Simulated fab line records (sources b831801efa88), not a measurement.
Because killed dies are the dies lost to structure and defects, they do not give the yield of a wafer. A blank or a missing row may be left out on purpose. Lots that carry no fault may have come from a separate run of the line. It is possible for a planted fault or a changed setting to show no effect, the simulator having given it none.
What tool caused it? || flow sky130 || 14 lots, 42 wafers sampled, at 2 steps of a route of 708

WHAT THE GAUGES SHOWED, per wafer
The record lacks any reading of a measuring or inspecting step that a usual standard deviation could be used to judge.

WHAT TOOL EACH LOT RAN ON (gives the tool, then ch and the chambers of the sampled wafers, and finally the start)
{"lot": "L233", "SKY_METAL2_SPUTTER_00": "pvd_sputter-04, day 33 12:49", "SKY_PAD_OPEN_PROBE_99": "-"}
{"lot": "L234", "SKY_METAL2_SPUTTER_00": "pvd_sputter-02, day 34 00:48", "SKY_PAD_OPEN_PROBE_99": "-"}
{"lot": "L235", "SKY_METAL2_SPUTTER_00": "pvd_sputter-02, day 34 12:49", "SKY_PAD_OPEN_PROBE_99": "prober-01, day 46 03:14"}
{"lot": "L236", "SKY_METAL2_SPUTTER_00": "pvd_sputter-04, day 34 15:30", "SKY_PAD_OPEN_PROBE_99": "prober-02, day 46 05:26"}
{"lot": "L242", "SKY_METAL2_SPUTTER_00": "pvd_sputter-02, day 37 08:04", "SKY_PAD_OPEN_PROBE_99": "prober-01, day 48 09:09"}
{"lot": "L244", "SKY_METAL2_SPUTTER_00": "pvd_sputter-02, day 37 15:41", "SKY_PAD_OPEN_PROBE_99": "prober-02, day 48 14:14"}
{"lot": "L247", "SKY_METAL2_SPUTTER_00": "pvd_sputter-04, day 38 00:14", "SKY_PAD_OPEN_PROBE_99": "-"}
{"lot": "L249", "SKY_METAL2_SPUTTER_00": "pvd_sputter-01, day 38 22:33", "SKY_PAD_OPEN_PROBE_99": "-"}
{"lot": "L251", "SKY_METAL2_SPUTTER_00": "pvd_sputter-04, day 40 17:22", "SKY_PAD_OPEN_PROBE_99": "-"}
{"lot": "L253", "SKY_METAL2_SPUTTER_00": "pvd_sputter-01, day 40 18:52", "SKY_PAD_OPEN_PROBE_99": "prober-02, day 50 19:01"}
{"lot": "L254", "SKY_METAL2_SPUTTER_00": "pvd_sputter-04, day 40 22:19", "SKY_PAD_OPEN_PROBE_99": "-"}
{"lot": "L252", "SKY_METAL2_SPUTTER_00": "pvd_sputter-01, day 40 22:37", "SKY_PAD_OPEN_PROBE_99": "-"}
{"lot": "L255", "SKY_METAL2_SPUTTER_00": "pvd_sputter-02, day 40 23:13", "SKY_PAD_OPEN_PROBE_99": "prober-02, day 50 20:58"}
{"lot": "L256", "SKY_METAL2_SPUTTER_00": "pvd_sputter-02, day 41 01:01", "SKY_PAD_OPEN_PROBE_99": "prober-02, day 50 22:21"}
- SKY_METAL2_SPUTTER_00: material Ti, target thk 15 nm, time 10.38 s.
- SKY_PAD_OPEN_PROBE_99

WHAT THE TOOLS THEMSELVES READ (means of the sampled wafers that have a number; where no wafer has one, the mark that the record gives instead)
SKY_METAL2_SPUTTER_00.
{"lot": "L233", "tool": "pvd_sputter-04", "chamber_pressure_pa (Pa)": 0.4005, "throttle_valve_pct (%)": 29.4}
{"lot": "L234", "tool": "pvd_sputter-02", "chamber_pressure_pa (Pa)": 0.4008, "throttle_valve_pct (%)": 30.0}
{"lot": "L235", "tool": "pvd_sputter-02", "chamber_pressure_pa (Pa)": 0.4003, "throttle_valve_pct (%)": 30.0}
{"lot": "L236", "tool": "pvd_sputter-04", "chamber_pressure_pa (Pa)": 0.3998, "throttle_valve_pct (%)": 28.7}
{"lot": "L242", "tool": "pvd_sputter-02", "chamber_pressure_pa (Pa)": 0.4167, "throttle_valve_pct (%)": 29.9}
{"lot": "L244", "tool": "pvd_sputter-02", "chamber_pressure_pa (Pa)": 0.4164, "throttle_valve_pct (%)": 30.1}
{"lot": "L247", "tool": "pvd_sputter-04", "chamber_pressure_pa (Pa)": 0.4000, "throttle_valve_pct (%)": 28.9}
{"lot": "L249", "tool": "pvd_sputter-01", "chamber_pressure_pa (Pa)": 0.4004, "throttle_valve_pct (%)": 29.7}
{"lot": "L251", "tool": "pvd_sputter-04", "chamber_pressure_pa (Pa)": 0.4000, "throttle_valve_pct (%)": 29.0}
{"lot": "L253", "tool": "pvd_sputter-01", "chamber_pressure_pa (Pa)": 0.3993, "throttle_valve_pct (%)": 29.4}
{"lot": "L254", "tool": "pvd_sputter-04", "chamber_pressure_pa (Pa)": 0.3992, "throttle_valve_pct (%)": 30.4}
{"lot": "L252", "tool": "pvd_sputter-01", "chamber_pressure_pa (Pa)": 0.4000, "throttle_valve_pct (%)": 30.0}
{"lot": "L255", "tool": "pvd_sputter-02", "chamber_pressure_pa (Pa)": 0.4003, "throttle_valve_pct (%)": 31.0}
{"lot": "L256", "tool": "pvd_sputter-02", "chamber_pressure_pa (Pa)": 0.4006, "throttle_valve_pct (%)": 30.6}

SKY_PAD_OPEN_PROBE_99.
{"lot": "L235", "tool": "prober-01", "defect_limited_yield (%)": 81.3, "killed_at_M0_to_M3": 49, "killed_at_M4_up": 3.7, "killed_at_contacts": 22, "killed_at_front_end": 17, "killed_at_other": 0.3, "killed_dies": 92, "killed_open": 54, "killed_short": 38, "sort_bin_3_pad_short (%)": 0.9, "sort_bin_5_function (%)": 11.3, "sort_bin_6_memory (%)": 6.5, "sort_n_pass": 400, "sort_yield_pct (%)": 81.3}
{"lot": "L236", "tool": "prober-02", "defect_limited_yield (%)": 82.0, "killed_at_M0_to_M3": 46, "killed_at_M4_up": 5.7, "killed_at_contacts": 24, "killed_at_front_end": 12, "killed_at_other": 0.0, "killed_dies": 89, "killed_open": 52, "killed_short": 37, "sort_bin_3_pad_short (%)": 0.5, "sort_bin_5_function (%)": 10.4, "sort_bin_6_memory (%)": 7.0, "sort_n_pass": 403, "sort_yield_pct (%)": 82.0}
{"lot": "L242", "tool": "prober-01", "defect_limited_yield (%)": 80.3, "killed_at_M0_to_M3": 51, "killed_at_M4_up": 3.0, "killed_at_contacts": 24, "killed_at_front_end": 19, "killed_at_other": 0.3, "killed_dies": 97, "killed_open": 53, "killed_short": 44, "sort_bin_3_pad_short (%)": 0.7, "sort_bin_5_function (%)": 11.5, "sort_bin_6_memory (%)": 7.6, "sort_n_pass": 395, "sort_yield_pct (%)": 80.3}
{"lot": "L244", "tool": "prober-02", "defect_limited_yield (%)": 82.0, "killed_at_M0_to_M3": 44, "killed_at_M4_up": 5.0, "killed_at_contacts": 26, "killed_at_front_end": 13, "killed_at_other": 0.0, "killed_dies": 88, "killed_open": 48, "killed_short": 41, "sort_bin_3_pad_short (%)": 0.8, "sort_bin_5_function (%)": 10.7, "sort_bin_6_memory (%)": 6.5, "sort_n_pass": 404, "sort_yield_pct (%)": 82.0}
{"lot": "L253", "tool": "prober-02", "defect_limited_yield (%)": 82.0, "killed_at_M0_to_M3": 40, "killed_at_M4_up": 5.0, "killed_at_contacts": 27, "killed_at_front_end": 16, "killed_at_other": 0.3, "killed_dies": 88, "killed_open": 48, "killed_short": 40, "sort_bin_3_pad_short (%)": 0.9, "sort_bin_5_function (%)": 10.5, "sort_bin_6_memory (%)": 6.6, "sort_n_pass": 404, "sort_yield_pct (%)": 82.0}
{"lot": "L255", "tool": "prober-02", "defect_limited_yield (%)": 82.9, "killed_at_M0_to_M3": 45, "killed_at_M4_up": 2.7, "killed_at_contacts": 20, "killed_at_front_end": 16, "killed_at_other": 0.0, "killed_dies": 84, "killed_open": 45, "killed_short": 39, "sort_bin_3_pad_short (%)": 0.8, "sort_bin_5_function (%)": 10.2, "sort_bin_6_memory (%)": 6.0, "sort_n_pass": 408, "sort_yield_pct (%)": 82.9}
{"lot": "L256", "tool": "prober-02", "defect_limited_yield (%)": 81.6, "killed_at_M0_to_M3": 43, "killed_at_M4_up": 3.0, "killed_at_contacts": 27, "killed_at_front_end": 17, "killed_at_other": 0.3, "killed_dies": 91, "killed_open": 47, "killed_short": 44, "sort_bin_3_pad_short (%)": 1.0, "sort_bin_5_function (%)": 10.0, "sort_bin_6_memory (%)": 7.4, "sort_n_pass": 401, "sort_yield_pct (%)": 81.6}

THE ANSWER, worked out from the rows above alone
Rule: the lots themselves supply what counts as usual. The widest of any qualifying gaps counts: lots, ordered by their means at a reading, are off when they make up no more than a third of the lots, leave a main group of 4 or more, and stand apart from it by 3 or more times the standard deviation of that group's means. A main group whose means are all the same, to the digits that the tables above print for the reading, isn't used. Also off: a lot with no number at a reading for which 4 or more lots have one. All remaining lots with rows at the step are treated as sound. The gauges are gone through in route order, then the tools' own readings, and for those a lot's mean is taken as printed above. The first step at which some lot is off is used, and at that step the reading that is off furthest; a lot without a number counts as furthest.
Off at SKY_METAL2_SPUTTER_00 (chamber_pressure_pa): L242, L244. The main group: mean 0.4001 Pa, standard deviation 0.00047.
If a tool, at that step or one of the process steps before it, ran each lot that is off and ran no sound lot following the first of them, it fits. No candidate that was tried fits.

WHAT THE SIMULATOR HAD PUT IN
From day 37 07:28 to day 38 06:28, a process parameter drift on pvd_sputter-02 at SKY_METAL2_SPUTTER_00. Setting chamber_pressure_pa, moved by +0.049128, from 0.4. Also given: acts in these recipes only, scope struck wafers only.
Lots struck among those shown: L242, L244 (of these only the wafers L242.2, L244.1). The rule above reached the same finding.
